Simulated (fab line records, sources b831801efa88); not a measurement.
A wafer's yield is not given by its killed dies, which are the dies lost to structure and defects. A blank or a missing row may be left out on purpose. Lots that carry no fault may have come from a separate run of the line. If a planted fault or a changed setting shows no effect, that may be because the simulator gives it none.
Code-filled problem report in 8D (eight disciplines) form + flow gf180mcu + the parts of the form that need people (team, actions taken, sign-off) are left out

1. PROBLEM STATEMENT
Mean PASSIVATION_CVD_00_THK at GF_PASSIVATION_THK_MEAS_01: 1110 nm over 4 wafers in 2 lots; fault-free wafers: 996 nm, standard deviation 15. That puts it +7.6 standard deviations away from the usual mean.
Seen first at day 32 20:14 on film-metro-02, wafer L873.2. The record has a number at this step for 36 wafers belonging to 12 lots. Rule for "out" (also "out of limits"): further than 4 standard deviations from the usual mean. All remaining wafers that have a number are taken as sound.

2. WHAT IT IS, WHAT IT ISN'T
| question                    | is                             | is not                                                                                 |
|-----------------------------|--------------------------------|----------------------------------------------------------------------------------------|
| which readings at this step | PASSIVATION_CVD_00_THK         | -                                                                                      |
| which lots                  | L873, L875                     | L856, L857, L859, L860, L864, L866, L867, L877, L878, L879                             |
| which wafers of those lots  | L873.2, L873.6, L875.1, L875.6 | L873.3, L875.5                                                                         |
| read on which gauges        | film-metro-01, film-metro-02   | film-metro-04                                                                          |
| when                        | from day 32 20:14              | up to then (22 sound wafers); but 10 sound wafers of L875, L877, L878, L879 came after |

3. THE SUSPECTS, EACH WITH WHAT RULES IT OUT
Counting: if a tool at a process step up to the reading ran every lot that is out, it stays a suspect. Sound lots after the first of them don't rule it out here, since some wafers of a struck lot are sound.
- the gauge at GF_PASSIVATION_THK_MEAS_01: ruled out. The wafers that are out were read on 2 gauges (film-metro-01, film-metro-02).
- rie-diel-01 at GF_M5_ETCH_09 (etches Si3N4 in CF4/O2, target depth 52 nm, time 11.6 s): kept. It processed each lot that is out (first: L873, day 31 06:02); up to then, its last sound lot is L866 (day 29 13:53).
- pecvd-02 at GF_PASSIVATION_CVD_00 (deposits SiO2 from TEOS, target thk 1000 nm, time 111.95 s): kept. It processed each lot that is out (first: L873, day 32 20:08); up to then, its last sound lot is L866 (day 31 06:14). Its own readings are out on those wafers: run-length-s.
- The sound lot-mates ran in chamber 2 of pecvd-02 at GF_PASSIVATION_CVD_00, but the wafers that are out ran in chamber 0.
What counting leaves: rie-diel-01 at GF_M5_ETCH_09 and pecvd-02 at GF_PASSIVATION_CVD_00.

4. THE CAUSE (what the simulator had put in)
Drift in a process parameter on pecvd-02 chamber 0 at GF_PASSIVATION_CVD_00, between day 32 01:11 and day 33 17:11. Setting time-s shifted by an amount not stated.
2 suspects survive the count, and this tool is in that group.

5. THE EFFECT CHAIN, in route order
Rows list readings where the struck wafers' mean (over those with a number) sits beyond 3 standard deviations from the usual. Scope: only readings with a usual standard deviation given in the record; hours: median across lots of the time from each lot's start at the first step in this table that gives one to its start at this step; sigmas: change in usual standard deviations.
| hours | step                       | reading                | usual   | on struck wafers | change | sigmas |
|-------|----------------------------|------------------------|---------|------------------|--------|--------|
| 0     | GF_PASSIVATION_CVD_00      | run-length-s           | 139.8 s | 152.4            | +12.6  | +27    |
| 0     | GF_PASSIVATION_THK_MEAS_01 | PASSIVATION_CVD_00_THK | 996 nm  | 1110             | +114   | +7.6   |
It contains these process steps:
- GF_PASSIVATION_CVD_00: deposits SiO2 from TEOS, target thk 1000 nm, time 111.95 s.

6. WHAT WOULD HAVE CAUGHT IT SOONER
19 hours passed between the start of the fault at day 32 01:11 and the first reading out of limits at a measuring or inspecting step in this record, taken at day 32 20:14.
Tool's own readings at GF_PASSIVATION_CVD_00, run-length-s: out on all struck wafers the step has rows for; an alarm limit on them would have tripped on the first.
Of the lots that are out (2), L875 began GF_PASSIVATION_CVD_00 on pecvd-02 after day 32 20:14. Had the tool been put on hold then, it would have been spared.
